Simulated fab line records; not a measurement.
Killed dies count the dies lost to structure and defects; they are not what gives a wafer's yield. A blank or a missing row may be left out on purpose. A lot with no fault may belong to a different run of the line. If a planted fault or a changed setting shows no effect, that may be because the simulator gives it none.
Which of the tools did it? | flow gf180mcu | 32 wafers from 11 lots sampled at 4 of the route's 602 steps

## WHAT THE GAUGES READ, wafer by wafer
GF_CONTACT_THK_MEAS_01.
lot  | measured     | on           | CONTACT_CVD_00_THK (nm)
L586 | day 16 04:41 | filmMetro-03 | 305 302 301
L587 | day 16 07:42 | filmMetro-02 | 298 301 303
L590 | day 16 17:53 | filmMetro-02 | 301 302 301
L589 | day 16 22:01 | filmMetro-02 | 297 300 301
L591 | day 17 09:33 | filmMetro-02 | 299 297 299
L592 | day 17 17:06 | filmMetro-04 | 292 292 294
L594 | day 18 05:01 | filmMetro-03 | 295 299 300
L595 | day 18 21:26 | filmMetro-04 | 293 297 295
L596 | day 19 08:41 | filmMetro-03 | 301 300 304
L597 | day 19 14:42 | filmMetro-03 | 297 299 294
L601 | day 20 22:56 | filmMetro-03 | 305 304

GF_V1_THK_MEAS_03.
lot  | measured     | on           | V1_CVD_02_THK (nm)
L586 | day 18 04:39 | filmMetro-03 | 846 843 859
L587 | day 18 09:55 | filmMetro-03 | 842 850 853
L590 | day 18 19:39 | filmMetro-03 | 860 879 869
L589 | day 18 23:21 | filmMetro-03 | 850 862 857
L591 | day 19 12:29 | filmMetro-03 | 849 848 862
L592 | day 19 20:41 | filmMetro-04 | 845 848 840
L594 | day 20 07:49 | filmMetro-03 | 838 845 852
L595 | day 21 01:35 | filmMetro-01 | 838 851 850
L596 | day 21 12:27 | filmMetro-01 | 866 860 868
L597 | day 21 19:50 | filmMetro-03 | 836 847 847
L601 | day 23 01:03 | filmMetro-04 | 842 409

## EACH LOT AND THE TOOL THAT RAN IT (in order: tool; ch and the chambers of the sampled wafers; start)
lot  | GF_M1_SPUTTER_01            | GF_V1_CVD_02
L586 | pvdSputter-03, day 17 04:52 | pecvd-02 ch 0,1,2, day 18 04:34
L587 | pvdSputter-03, day 17 08:39 | pecvd-04 ch 0,1, day 18 09:51
L590 | pvdSputter-03, day 17 18:20 | pecvd-04 ch 1,2, day 18 19:34
L589 | pvdSputter-03, day 17 22:26 | pecvd-02 ch 1,2, day 18 23:17
L591 | pvdSputter-04, day 18 10:56 | pecvd-02 ch 0,2, day 19 12:23
L592 | pvdSputter-03, day 18 18:43 | pecvd-01 ch 0,2, day 19 20:35
L594 | pvdSputter-03, day 19 06:28 | pecvd-04 ch 0,1,2, day 20 07:45
L595 | pvdSputter-01, day 19 23:47 | pecvd-04 ch 1,2, day 21 01:28
L596 | pvdSputter-04, day 20 11:35 | pecvd-02 ch 0,1,2, day 21 12:23
L597 | pvdSputter-01, day 20 18:30 | pecvd-01 ch 0,1,2, day 21 19:45
L601 | pvdSputter-01, day 22 00:35 | pecvd-02 ch 1,2, day 23 00:58
- GF_M1_SPUTTER_01: material TiN, target thk 30 nm, time 25 s.
- GF_V1_CVD_02: deposits SiO2 from TEOS, target thk 850 nm, time 94.851 s.

## AS READ BY THE TOOLS THEMSELVES (means over the sampled wafers that have a number; for cases with no such wafer, the mark the record gives instead)
GF_M1_SPUTTER_01.
lot  | tool          | chamberPressurePa (Pa) | throttleValvePct (%)
L586 | pvdSputter-03 | 0.3999                 | 30.5
L587 | pvdSputter-03 | 0.4001                 | 30.8
L590 | pvdSputter-03 | 0.3999                 | 30.5
L589 | pvdSputter-03 | 0.3996                 | 30.4
L591 | pvdSputter-04 | 0.4006                 | 30.1
L592 | pvdSputter-03 | 0.3990                 | 30.3
L594 | pvdSputter-03 | 0.3996                 | 30.1
L595 | pvdSputter-01 | 0.3999                 | 29.8
L596 | pvdSputter-04 | 0.3990                 | 32.0
L597 | pvdSputter-01 | 0.3995                 | 30.0
L601 | pvdSputter-01 | 0.4003                 | 30.7

GF_V1_CVD_02.
lot  | tool     | heaterPowerW (W) | susceptorTempC (C)
L586 | pecvd-02 | 661              | 399.84
L587 | pecvd-04 | 656              | 400.36
L590 | pecvd-04 | 675              | 399.86
L589 | pecvd-02 | 698              | 400.10
L591 | pecvd-02 | 513              | 400.10
L592 | pecvd-01 | 827              | 399.99
L594 | pecvd-04 | 639              | 399.92
L595 | pecvd-04 | 691              | 399.70
L596 | pecvd-02 | 705              | 400.28
L597 | pecvd-01 | 825              | 399.86
L601 | pecvd-02 | 662              | 400.06

## THE ANSWER, worked out from the rows above alone
Rule: the lots themselves supply what counts as usual. Put in order of their means at a reading, lots are off if they are a third of the lots or fewer, leave a main group of 4 or more, and stand apart from it by a gap of 3 or more times the standard deviation of the main group's means; of several such gaps the widest counts. A main group whose means are all the same, to the digits that the tables above print for the reading, isn't used. Also off: a lot with no number at a reading for which 4 or more lots have one. Any other lot the step has rows for is counted as sound. Order of review: gauges by route order, followed by the tools' own readings, for which a lot's mean as printed above is used. At the first step where some lot is off, the reading lying furthest off is the one used; lots without a number count as furthest.
Off: L601, seen at GF_V1_THK_MEAS_03 (V1_CVD_02_THK). For the main group the mean is 852 nm and the standard deviation 8.5.
A tool fits if, at a process step before that reading, it ran every lot that is off, and no sound lot after the first of them. Those tools and the gauges at GF_V1_THK_MEAS_03 are tried in the same way. Can't be told from this: 3 tools fit, pvdSputter-01 at GF_M1_SPUTTER_01, pecvd-02 at GF_V1_CVD_02, filmMetro-04 at GF_V1_THK_MEAS_03.

## WHAT WAS PUT IN BY THE SIMULATOR
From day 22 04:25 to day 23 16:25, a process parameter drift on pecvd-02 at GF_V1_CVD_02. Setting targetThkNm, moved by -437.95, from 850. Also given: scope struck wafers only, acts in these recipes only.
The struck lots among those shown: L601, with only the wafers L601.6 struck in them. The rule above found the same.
